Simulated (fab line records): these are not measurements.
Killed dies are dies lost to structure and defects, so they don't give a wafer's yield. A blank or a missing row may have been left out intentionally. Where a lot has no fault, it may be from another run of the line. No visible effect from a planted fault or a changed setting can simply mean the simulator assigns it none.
Matching of chambers    flow sky130    rieSi-02 running SKY_POLY_GATE_ETCH_17: 4 sister chambers
The step etches poly-Si in HBr/Cl2, stops on SiO2, target depth 180 nm, time 70.5 s. 22 wafers are shown with their chamber, then 11 later ones without.

WAFERS WITH THEIR CHAMBER
wafer   chamber  drypumpMotorCurrentA (A)  oesProductAu (a.u.)  throttleValvePct (%)
L074.1  2        4.9                       0.985                33.672
L074.4  1        5.9                       0.988                33.684
L074.6  2        4.9                       0.997                33.676
L079.2  2        4.8                       0.979                33.676
L079.4  3        5.4                       0.976                33.691
L079.6  1        5.9                       0.981                33.699
L080.2  3        5.3                       0.977                33.680
L080.3  2        4.9                       0.981                33.686
L080.6  0        6.5                       0.984                33.651
L082.1  0        6.5                       0.992                33.668
L082.3  1        5.9                       0.980                33.685
L082.6  3        5.4                       0.984                33.679
L084.1  1        5.9                       0.983                33.686
L084.2  0        6.5                       0.981                33.689
L084.5  2        4.9                       0.992                33.677
L086.3  3        5.4                       0.979                33.667
L086.5  1        5.9                       0.987                33.685
L086.6  2        4.8                       0.980                33.696
L088.2  1        5.9                       0.997                33.683
L088.3  0        6.5                       0.989                33.678
L088.6  0        6.5                       0.994                33.680
L090.1  0        6.6                       0.996                33.671

SIGNATURES (means of the wafers above)
reading               chamber 0  chamber 1  chamber 2  chamber 3  scatter within a chamber
drypumpMotorCurrentA  6.517      5.900      4.867      5.375      0.0403
oesProductAu          0.98933    0.98600    0.98567    0.97900    0.00611
throttleValvePct      33.67283   33.68700   33.68050   33.67925   0.00973
Rule: a wafer lies at a distance from a chamber equal to the root of the sum of squares, over the readings, of (its reading less the chamber's mean, divided by the reading's scatter). The wafer belongs to the nearest chamber; if the next one is less than 2 further off, it can't be placed. The scatter: the root of (the sum of the squares of (reading less its chamber's mean) over the shown wafers, divided by (wafers less chambers)).

WAFERS WITHOUT THEIR CHAMBER
wafer   drypumpMotorCurrentA (A)  oesProductAu (a.u.)  throttleValvePct (%)
L090.2  4.9                       0.990                33.694
L090.6  6.6                       0.981                33.693
L092.1  6.6                       0.982                33.691
L092.2  5.4                       0.983                33.666
L092.4  4.8                       0.990                33.690
L094.1  5.9                       0.983                33.693
L094.2  6.6                       0.985                33.684
L094.4  5.9                       0.990                33.681
L097.2  5.4                       0.980                33.693
L097.5  5.9                       0.989                33.676
L097.6  6.5                       0.981                33.672

WHICH CHAMBER EACH WENT THROUGH
wafer   from the rows above  in truth
L090.2  2                    2
L090.6  0                    0
L092.1  0                    0
L092.2  3                    3
L092.4  2                    2
L094.1  1                    1
L094.2  0                    0
L094.4  1                    1
L097.2  3                    3
L097.5  1                    1
L097.6  0                    0
Correct placement for 11 of the 11. Not placeable from these rows: 0. 0 placed wrongly.
